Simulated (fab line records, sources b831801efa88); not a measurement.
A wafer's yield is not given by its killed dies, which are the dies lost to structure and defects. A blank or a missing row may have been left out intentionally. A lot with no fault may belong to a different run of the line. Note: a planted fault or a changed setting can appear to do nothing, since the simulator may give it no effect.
One fault seen from 2 desks -- flow gf180mcu -- only its own numbers are on each desk; what lay behind them is given at the end

== AT THE METROLOGY DESK ==
What the gauges read for every lot (on any tool): the sampled wafers with a number, averaged. A lot is out of limits, marked OUT, if its mean lies more than 4 standard deviations from the usual mean; the brackets give that distance.
Columns: A = NWELL_OVL at GF_NWELL_OVL_MEAS_07, usual 1.4 nm; B = HV_LDD_02_OVL at GF_HV_LDD_OVL_MEAS_32, usual 0.0 nm; C = HV_LDD_3_TW at GF_HV_LDD_TW_MEAS_38, usual 1425
lot,first seen here,A,B,C
L632,day 3 11:17,1.5,0.6,1418
L633,day 3 13:39,2.0,1.6,1413
L634,day 3 23:07,2.6,0.8,1421
L641,day 5 09:01,2.8,0.7,1424
L643,day 5 21:31,1.1,0.6,1430
L645,day 6 08:59,0.0,-1.0,1430
L646,day 6 11:26,-0.3,1.2,1420
L648,day 7 00:16,2.2,-1.0,1418
L650,day 7 09:57,0.7,1.0,1420
L652,day 7 20:45,1.5,1.6,1443
L653,day 8 01:05,0.7,0.2,1439
L655,day 8 13:07,1.3,0.2,1422
Finding of this desk: none of the 12 lots has anything out of limits.

== AT THE TOOL OWNER'S DESK: rie si-01 ==
The tool's own readings at GF_STI_ETCH_14 (etches Si in HBr/Cl2/O2, target depth 360 nm, time 102.9 s): means of the sampled wafers that have a number, for each lot that ran on this tool. A lot is out of limits, marked OUT, if its mean lies more than 4 standard deviations from the usual mean; the brackets give that distance.
Columns: A = bias w at GF_STI_ETCH_14, usual 150.0 W; B = drypump motor current A at GF_STI_ETCH_14, usual 5.52 A; C = oes product au at GF_STI_ETCH_14, usual 1.011 a.u.; D = rf fwd power W at GF_STI_ETCH_14, usual 596.0 W; E = throttle valve pct at GF_STI_ETCH_14, usual 25.650 %
lot,first seen here,A,B,C,D,E
L633,day 2 08:32,149.4,5.63,1.020,598.0,25.643
L641,day 4 00:16,149.7,5.67,0.885 (-7.9) OUT,598.2,25.736 (+6.6) OUT
L643,day 4 12:44,150.1,5.44,0.881 (-8.2) OUT,596.3,25.727 (+5.9) OUT
This desk's verdict: out of limits on L641, L643, starting with L641 at day 4 00:16 (oes product au at GF_STI_ETCH_14). L633 stayed within limits.

== PUT TOGETHER ==
The tool owner's desk could have raised an alarm at day 4 00:16, on L641, L643.
Nothing out of limits was seen by the metrology desk.
The metrology desk has L641, L643 on record, within its limits.
All the named lots went through GF_STI_ETCH_14 on rie si-01.

== WHAT HAD BEEN PUT IN BY THE SIMULATOR ==
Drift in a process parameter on rie si-01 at GF_STI_ETCH_14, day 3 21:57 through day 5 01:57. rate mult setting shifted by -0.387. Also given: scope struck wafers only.
Struck lots among those shown: L641, L643.
Time in hours from fault onset to the first out-of-limits reading at each desk: the tool owner's desk, 2.
